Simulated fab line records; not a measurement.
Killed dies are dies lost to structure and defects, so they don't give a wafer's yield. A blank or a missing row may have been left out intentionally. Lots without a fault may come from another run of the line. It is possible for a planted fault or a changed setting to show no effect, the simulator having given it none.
A lot that was struck, set against a sound lot :: flow sky130 :: 23 steps out of a route of 708
Sound: these wafers, L226.3, L226.4, L226.6. Wafers L236.1, L236.4, L236.6 were the ones struck. The cause is given at the end.
At each step with rows: each side's tool, then ch and its chambers, then its first start. Under that, the readings that differ: sound wafers :: struck wafers :: difference of the means :: sigmas: that difference in standard deviations of wafers without a fault.
alike: readings with means less than 2 such deviations apart, plus words and numbers identical on both sides. not compared: withheld readings, readings lacking a value on some wafer, bounds such as >300 that could conceal the same value, and numbers that have no deviation in the record and whose values overlap.
Wherever a step has rows on one side only, a row that says differs or no value, or a row with sigmas, the two part there. Non-overlapping numbers with no deviation appear without sigmas and do not part them. Lack of a reading on every wafer of one side parts them only where that side has two or more wafers.

first, 6 steps without rows for these wafers: SKY_VT_ADJUST_LVTN_HMDS_12 (prime time 60 s); SKY_VT_ADJUST_LVTN_COAT_13 (resist thk 1140 nm); SKY_VT_ADJUST_LVTN_SOFTBAKE_14 (time 60 s); SKY_VT_ADJUST_LVTN_EXPOSE_15 (exposes mask HVN STD DERIVED, target cd 600 nm); SKY_VT_ADJUST_LVTN_PEB_16; SKY_VT_ADJUST_LVTN_DEVELOP_17 (develop time 60 s).
SKY_VT_ADJUST_LVTN_OVL_MEAS_18:
  sound on overlay-02, day 7 19:23; struck on overlay-02, day 10 14:11
  alike: VT_ADJUST_LVTN_01_OVL
next, for these wafers, 1 step has no rows: SKY_VT_ADJUST_LVTN_IMPLANT_19.
SKY_VT_ADJUST_LVTN_STRIP_20: strips in O2/N2.
  sound on plasmaAsher-04 ch 0,1, day 7 19:35; struck on plasmaAsher-04 ch 0,1, day 10 14:23
  alike: drypumpMotorCurrentA, n2FlowSccm, oesProductAu, stripTimeToEndpointS
  not compared: rfHoursCounterH
SKY_VT_ADJUST_LVTN_TW_MEAS_21:
  sound on filmMetro-04, day 7 19:40; struck on filmMetro-01, day 10 14:29
reading: VT_ADJUST_LVTN_2_TW
sound: 189.3 189.8 188.8
struck: 186.5 187.5 186.7
difference: -2.4
sigmas: -2
then, 2 steps without rows for these wafers: SKY_VT_ADJUST_NCORE_DEHYDRATE_00 (time 60 s); SKY_VT_ADJUST_NCORE_HMDS_01 (prime time 60 s).
SKY_VT_ADJUST_NCORE_COAT_02: resist thk 1140 nm.
  sound on lithoTrack-01 ch 0, day 8 06:31; struck on lithoTrack-03 ch 0, day 11 02:05
reading: model.NOVOLAK_of_VT_ADJUST_NCORE_COAT_02.thkNm (nm)
sound: 1143 1142 1140
struck: 1181 1184 1181
difference: +40
sigmas: 
then, 3 steps without rows for these wafers: SKY_VT_ADJUST_NCORE_SOFTBAKE_03 (time 60 s); SKY_VT_ADJUST_NCORE_EXPOSE_04 (exposes mask LVTN COMPLEMENT THIN, target cd 380 nm); SKY_VT_ADJUST_NCORE_PEB_05.
SKY_VT_ADJUST_NCORE_DEVELOP_06: develop time 60 s.
  sound on lithoTrack-01 ch 0, day 8 16:55; struck on lithoTrack-01 ch 0, day 11 13:37
reading: model.NOVOLAK_of_VT_ADJUST_NCORE_COAT_02.thkNm (nm)
sound: 1143 1141 1139
struck: 1180 1183 1181
difference: +40
sigmas: 
SKY_VT_ADJUST_NCORE_CD_MEAS_07: the cd target is 380 nm.
  sound on cdSem-01, day 8 17:04; struck on cdSem-01, day 11 13:46
reading: cdNm (nm)
sound: 381.7 380.7 379.7
struck: 370.8 371.3 371.7
difference: -9.4
sigmas: -4
SKY_VT_ADJUST_NCORE_OVL_MEAS_08:
  sound on overlay-01, day 8 17:09; struck on overlay-01, day 11 13:53
  alike: VT_ADJUST_NCORE_OVL
next, for these wafers, 1 step has no rows: SKY_VT_ADJUST_NCORE_IMPLANT_09.
SKY_VT_ADJUST_NCORE_STRIP_10: strips in O2/N2.
  sound on plasmaAsher-01 ch 0,1, day 8 17:22; struck on plasmaAsher-01 ch 0,1, day 11 14:04
reading: stripTimeToEndpointS (s)
sound: 14.21 14.20 14.17
struck: 14.62 14.65 14.60
difference: +0.43
sigmas: +12
  alike: drypumpMotorCurrentA, n2FlowSccm, oesProductAu
  not compared: rfHoursCounterH
SKY_VT_ADJUST_NCORE_TW_MEAS_11:
  sound on filmMetro-01, day 8 17:26; struck on filmMetro-02, day 11 14:10
  alike: VT_ADJUST_NCORE_TW
next, for these wafers, 1 step has no rows: SKY_PAD_OPEN_PROBE_99.

WHERE THEY PART
First at SKY_VT_ADJUST_LVTN_TW_MEAS_21; last, within this record, at SKY_VT_ADJUST_NCORE_STRIP_10. Later steps at which nothing parts them and some readings are alike: SKY_VT_ADJUST_NCORE_TW_MEAS_11.

WHY: whatever the simulator had introduced
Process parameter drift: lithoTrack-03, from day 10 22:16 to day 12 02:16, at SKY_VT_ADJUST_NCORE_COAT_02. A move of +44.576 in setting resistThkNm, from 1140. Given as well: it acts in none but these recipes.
